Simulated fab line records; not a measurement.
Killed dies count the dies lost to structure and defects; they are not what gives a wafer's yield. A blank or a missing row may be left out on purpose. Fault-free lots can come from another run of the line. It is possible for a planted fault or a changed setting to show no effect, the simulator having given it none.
2 desks, one fault / flow sky130 / each desk holds nothing but its own numbers, with what lay behind them at the end

DESK OF THE TOOL OWNER: pecvd-03
The tool's own readings at SKY_CONTACT_CVD_00 (deposits Si3N4, target thk 75 nm): means of the sampled wafers that have a number, for each lot that ran on this tool. Any lot whose mean is over 4 standard deviations away from the usual mean is out of limits and marked OUT; that distance is given in the brackets.
Columns: A = heaterPowerOuterW at SKY_CONTACT_CVD_00, usual 481 W; B = heaterPowerW at SKY_CONTACT_CVD_00, usual 800 W
lot=L899; first seen here=day 32 13:11; A=488; B=819
lot=L901; first seen here=day 32 22:05; A=476; B=795
lot=L904; first seen here=day 33 15:50; A=469; B=806
lot=L912; first seen here=day 36 03:53; A=506; B=836
lot=L913; first seen here=day 36 22:33; A=453; B=793
lot=L914; first seen here=day 37 13:29; A=377; B=677
Finding of this desk: none of the 6 lots has anything out of limits.

AT THE METROLOGY DESK
Means of the sampled wafers that have a number, per lot and without regard to the tool the lot ran on: this is what the gauges read. Any lot whose mean is over 4 standard deviations away from the usual mean is out of limits and marked OUT; that distance is given in the brackets.
Columns: A = LI_CONTACT_OVL at SKY_LI_CONTACT_OVL_MEAS_13, usual 2 nm; B = CONTACT_CVD_00_THK at SKY_CONTACT_THK_MEAS_01, usual 75.0 nm
lot=L893; first seen here=day 29 10:55; A=7; B=74.7
lot=L899; first seen here=day 31 07:52; A=6; B=60.4 (-15) OUT
lot=L901; first seen here=day 31 17:06; A=5; B=60.1 (-16) OUT
lot=L904; first seen here=day 32 11:25; A=-2; B=58.8 (-17) OUT
lot=L907; first seen here=day 33 04:54; A=-9; B=75.1
lot=L909; first seen here=day 34 00:59; A=-2; B=75.4
lot=L911; first seen here=day 34 19:43; A=-5; B=76.0
lot=L912; first seen here=day 34 23:51; A=-1; B=75.3
lot=L913; first seen here=day 35 19:00; A=6; B=74.6
lot=L914; first seen here=day 36 09:44; A=-3; B=75.3
lot=L915; first seen here=day 36 13:10; A=2; B=75.2
Per this desk, out of limits: L899, L901, L904; the first was L899, day 32 13:15 (CONTACT_CVD_00_THK at SKY_CONTACT_THK_MEAS_01). In limits: L893, L907, L909, L911, L912, L913, L914, L915.

PUT TOGETHER
Metrology desk: alarm possible at day 32 13:15 on L899, L901, L904.
The desk of the tool owner found nothing out of limits.
Tool owner's desk: L899, L901, L904 on record, inside its limits.
Every lot named ran SKY_CONTACT_CVD_00 on pecvd-03.

WHAT WAS PUT IN BY THE SIMULATOR
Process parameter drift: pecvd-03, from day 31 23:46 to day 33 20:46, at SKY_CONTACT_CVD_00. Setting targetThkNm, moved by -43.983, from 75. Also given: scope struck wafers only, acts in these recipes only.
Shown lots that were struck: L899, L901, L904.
Time in hours between the start of the fault and the first out-of-limits reading at each desk: metrology desk, 13.
